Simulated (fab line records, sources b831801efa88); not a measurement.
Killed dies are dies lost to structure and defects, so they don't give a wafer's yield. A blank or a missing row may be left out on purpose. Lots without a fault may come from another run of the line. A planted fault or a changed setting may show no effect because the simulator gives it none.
Chamber matching | flow sky130 | SKY_POLY_GATE_ETCH_17 on rie_si-02: 4 sister chambers
The step etches poly-Si in HBr/Cl2, stops on SiO2, target depth 180 nm, time 70.5 s. 27 wafers are shown with their chamber, then 12 later ones without.

WAFERS WITH THEIR CHAMBER
wafer  | chamber | drypump_motor_current_A (A) | oes_product_au (a.u.) | throttle_valve_pct (%)
L074.2 | 3       | 5.9                         | 0.991                 | 33.684
L074.3 | 1       | 4.9                         | 0.997                 | 33.683
L074.4 | 2       | 6.0                         | 0.992                 | 33.686
L075.3 | 3       | 5.8                         | 0.998                 | 33.669
L075.5 | 2       | 6.0                         | 0.992                 | 33.680
L075.6 | 1       | 5.0                         | 0.986                 | 33.675
L076.3 | 1       | 5.0                         | 0.997                 | 33.692
L076.4 | 2       | 6.0                         | 0.992                 | 33.670
L076.5 | 1       | 5.0                         | 0.999                 | 33.686
L079.1 | 2       | 6.0                         | 0.998                 | 33.691
L079.2 | 1       | 4.9                         | 1.007                 | 33.680
L079.4 | 0       | 5.2                         | 0.980                 | 33.692
L080.4 | 2       | 6.0                         | 0.978                 | 33.687
L080.5 | 3       | 5.9                         | 0.991                 | 33.685
L080.6 | 2       | 6.0                         | 0.986                 | 33.694
L081.1 | 2       | 6.0                         | 0.994                 | 33.669
L081.3 | 0       | 5.2                         | 0.993                 | 33.694
L081.6 | 2       | 6.0                         | 0.992                 | 33.694
L084.2 | 2       | 6.0                         | 0.988                 | 33.694
L084.5 | 2       | 6.0                         | 1.000                 | 33.688
L084.6 | 3       | 5.9                         | 0.988                 | 33.677
L086.1 | 0       | 5.2                         | 0.987                 | 33.675
L086.2 | 1       | 4.9                         | 1.002                 | 33.702
L086.5 | 1       | 4.9                         | 0.999                 | 33.681
L088.2 | 2       | 6.0                         | 0.989                 | 33.685
L088.3 | 0       | 5.2                         | 0.984                 | 33.690
L088.5 | 1       | 5.0                         | 0.994                 | 33.694

SIGNATURES (means of the wafers above)
reading                 | chamber 0 | chamber 1 | chamber 2 | chamber 3 | scatter within a chamber
drypump_motor_current_A | 5.200     | 4.950     | 6.000     | 5.875     | 0.0346
oes_product_au          | 0.98600   | 0.99762   | 0.99100   | 0.99200   | 0.00573
throttle_valve_pct      | 33.68775  | 33.68662  | 33.68527  | 33.67875  | 0.00868
Rule: a wafer's distance from a chamber is the root of the sum, over the readings, of the square of ((its reading less the chamber's mean) divided by the reading's scatter). The wafer belongs to the nearest chamber; if the next one is less than 2 further off, it can't be placed. The scatter: the root of (the sum of the squares of (reading less its chamber's mean) over the shown wafers, divided by (wafers less chambers)).

WAFERS WITHOUT THEIR CHAMBER
wafer  | drypump_motor_current_A (A) | oes_product_au (a.u.) | throttle_valve_pct (%)
L090.1 | 5.0                         | 0.991                 | 33.681
L090.4 | 5.8                         | 0.992                 | 33.695
L090.5 | 5.2                         | 0.983                 | 33.676
L092.3 | 4.9                         | 0.980                 | 33.690
L092.5 | 5.3                         | 0.978                 | 33.682
L092.6 | 5.0                         | 0.976                 | 33.669
L094.1 | 5.8                         | 0.991                 | 33.680
L094.4 | 6.0                         | 0.991                 | 33.686
L094.6 | 5.0                         | 0.997                 | 33.690
L096.1 | 5.0                         | 0.999                 | 33.703
L096.3 | 6.0                         | 0.980                 | 33.669
L096.5 | 6.0                         | 0.983                 | 33.693

WHICH CHAMBER EACH WENT THROUGH
wafer  | from the rows above     | in truth
L090.1 | 1                       | 1
L090.4 | 3                       | 3
L090.5 | 0                       | 0
L092.3 | 1                       | 1
L092.5 | 0                       | 0
L092.6 | can't be placed: 1 or 0 | 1
L094.1 | 3                       | 3
L094.4 | 2                       | 2
L094.6 | 1                       | 1
L096.1 | 1                       | 1
L096.3 | can't be placed: 2 or 3 | 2
L096.5 | 2                       | 2
Placed correctly: 10 of 12. Can't be placed from these rows: 2 (the true chamber is among the candidates in 2). Placed wrongly: 0.
